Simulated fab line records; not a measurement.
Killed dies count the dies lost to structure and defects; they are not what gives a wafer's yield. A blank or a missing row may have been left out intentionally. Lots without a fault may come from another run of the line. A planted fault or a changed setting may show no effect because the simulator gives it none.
A struck lot beside a sound one -- flow sky130 -- 15 out of 708 route steps
Sound: wafers L707.1, L707.2, L707.6. The struck wafers were L698.1, L698.3, L698.4. At the end, the cause is stated.
Per side, at each step with rows, come the tool, then ch with its chambers, and then its first start. Under that, the readings that differ: sound wafers -- struck wafers -- difference of the means -- sigmas: that difference in standard deviations of wafers without a fault.
alike: same words and numbers on both sides, and readings whose means sit less than 2 such deviations apart. not compared: any withheld reading, any reading some wafer has no value for, any bound like >300 that may hide the same value, and any number with overlapping values for which the record gives no deviation.
The two part at a step that has a row with sigmas, a row that says differs or no value, or rows on one side only. Numbers that have no deviation but don't overlap get no sigmas and don't part them. Lack of a reading on every wafer of one side parts them only where that side has two or more wafers.

first, 4 steps without rows for these wafers: SKY_LDD_N_SOFTBAKE_03 (time 60 s); SKY_LDD_N_EXPOSE_04 (exposes mask NTM, target cd 840 nm); SKY_LDD_N_PEB_05; SKY_LDD_N_DEVELOP_06 (develop time 60 s).
SKY_LDD_N_OVL_MEAS_07:
  sound: overlay-02 at day 24 12:33; struck: overlay-01 at day 20 21:44
  alike: LDD_N_OVL
then, 7 steps without rows for these wafers: SKY_LDD_N_IMPLANT_08; SKY_LDD_N_IMPLANT_09; SKY_LDD_N_IMPLANT_10; SKY_LDD_N_IMPLANT_11; SKY_LDD_N_IMPLANT_12; SKY_LDD_N_IMPLANT_13; SKY_LDD_N_IMPLANT_14.
SKY_LDD_N_IMPLANT_15:
  sound on implanter-03 ch 0, day 24 13:38; struck on implanter-02 ch 0, day 20 22:49
reading,sound,struck,difference,sigmas
tilt deg (degrees),29.973 29.987 29.960,-0.004 0.028 0.022,-29.958,-99 or more
SKY_LDD_N_STRIP_16: strips in O2/N2.
  sound on plasma asher-03 ch 0,1, day 24 13:47; struck on plasma asher-04 ch 0,1, day 20 22:58
  alike: drypump motor current A, o2 flow sccm, oes product au, strip time to endpoint s
  not compared: rf hours counter h
-- the record jumps here: 27 days lie between the struck wafers' starts before and after (it left off in module LDD_N and takes up again in module PAD_OPEN, whose first step shown is number 708 of the route) --
SKY_PAD_OPEN_PROBE_99:
  sound: prober-02 at day 50 01:13; struck: prober-01 at day 47 22:32
reading,sound,struck,difference,sigmas
killed short,44 40 52,37 28 27,-15,-2
model.etest.nfet_01v8_turned.vt sat v (V),0.668 0.6513 0.6601,0.6182 0.6157 0.6172,-0.0428,
  alike: killed_at_M0_to_M3, killed_at_M4_up, killed at contacts, killed at front end, killed at other, killed dies, killed on rim, killed open

## WHERE THEY PART
At SKY_LDD_N_IMPLANT_15 first; at SKY_PAD_OPEN_PROBE_99 last (within this record only).

WHY: whatever the simulator had introduced
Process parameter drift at SKY_LDD_N_IMPLANT_15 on implanter-02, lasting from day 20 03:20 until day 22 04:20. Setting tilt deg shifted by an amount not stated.
